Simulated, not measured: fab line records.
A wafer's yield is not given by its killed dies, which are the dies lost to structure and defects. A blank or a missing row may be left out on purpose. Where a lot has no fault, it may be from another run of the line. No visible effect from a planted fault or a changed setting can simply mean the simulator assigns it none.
Chamber matching || flow sky130 || SKY_METAL3_ETCH_17 on rie diel-03 has 4 sister chambers
The step etches SiO2 in C4F8/O2/Ar, stops on TiN, time 3.9 s, target depth 15 nm. 4 wafers are shown with their chamber, then 9 later ones without.

== WAFERS PAIRED WITH THEIR CHAMBERS ==
{"wafer": "L092.1", "chamber": 1, "oes product au (a.u.)": 0.744}
{"wafer": "L092.4", "chamber": 0, "oes product au (a.u.)": 0.754}
{"wafer": "L092.5", "chamber": 3, "oes product au (a.u.)": 0.750}
{"wafer": "L092.6", "chamber": 2, "oes product au (a.u.)": 0.765}

== WAFERS WITHOUT THEIR CHAMBER ==
{"wafer": "L093.4", "oes product au (a.u.)": 0.755}
{"wafer": "L093.5", "oes product au (a.u.)": 0.757}
{"wafer": "L093.6", "oes product au (a.u.)": 0.755}
{"wafer": "L094.2", "oes product au (a.u.)": 0.750}
{"wafer": "L094.4", "oes product au (a.u.)": 0.759}
{"wafer": "L094.6", "oes product au (a.u.)": 0.758}
{"wafer": "L095.1", "oes product au (a.u.)": 0.755}
{"wafer": "L095.3", "oes product au (a.u.)": 0.760}
{"wafer": "L095.6", "oes product au (a.u.)": 0.759}

== THE CHAMBER EACH PASSED THROUGH ==
{"wafer": "L093.4", "from the rows above": "can't be placed: 0 or 3", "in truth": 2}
{"wafer": "L093.5", "from the rows above": "can't be placed: 0 or 3 or 2", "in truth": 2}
{"wafer": "L093.6", "from the rows above": "can't be placed: 0 or 3", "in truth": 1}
{"wafer": "L094.2", "from the rows above": "can't be placed: 3 or 0 or 1", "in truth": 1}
{"wafer": "L094.4", "from the rows above": "can't be placed: 0 or 2 or 3", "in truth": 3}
{"wafer": "L094.6", "from the rows above": "can't be placed: 0 or 2 or 3", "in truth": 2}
{"wafer": "L095.1", "from the rows above": "can't be placed: 0 or 3", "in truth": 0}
{"wafer": "L095.3", "from the rows above": "can't be placed: 2 or 0 or 3", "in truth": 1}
{"wafer": "L095.6", "from the rows above": "can't be placed: 0 or 2 or 3", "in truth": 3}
Correct placement for 0 of the 9. From these rows, 9 cannot be placed; in 6 the true chamber is one of the candidates. Wrongly placed: 0.
How it was worked out, from the rows above alone: a wafer's distance from a chamber is the root of the sum, over the readings, of the square of ((its reading less the chamber's mean) divided by the reading's scatter). The wafer belongs to the nearest chamber; if the next one is less than 2 further off, it can't be placed. A chamber's mean is the mean of its shown wafers. The scatter: with one shown wafer a chamber, the root of the mean of the squares of how far each hidden wafer lies from its nearest shown one.
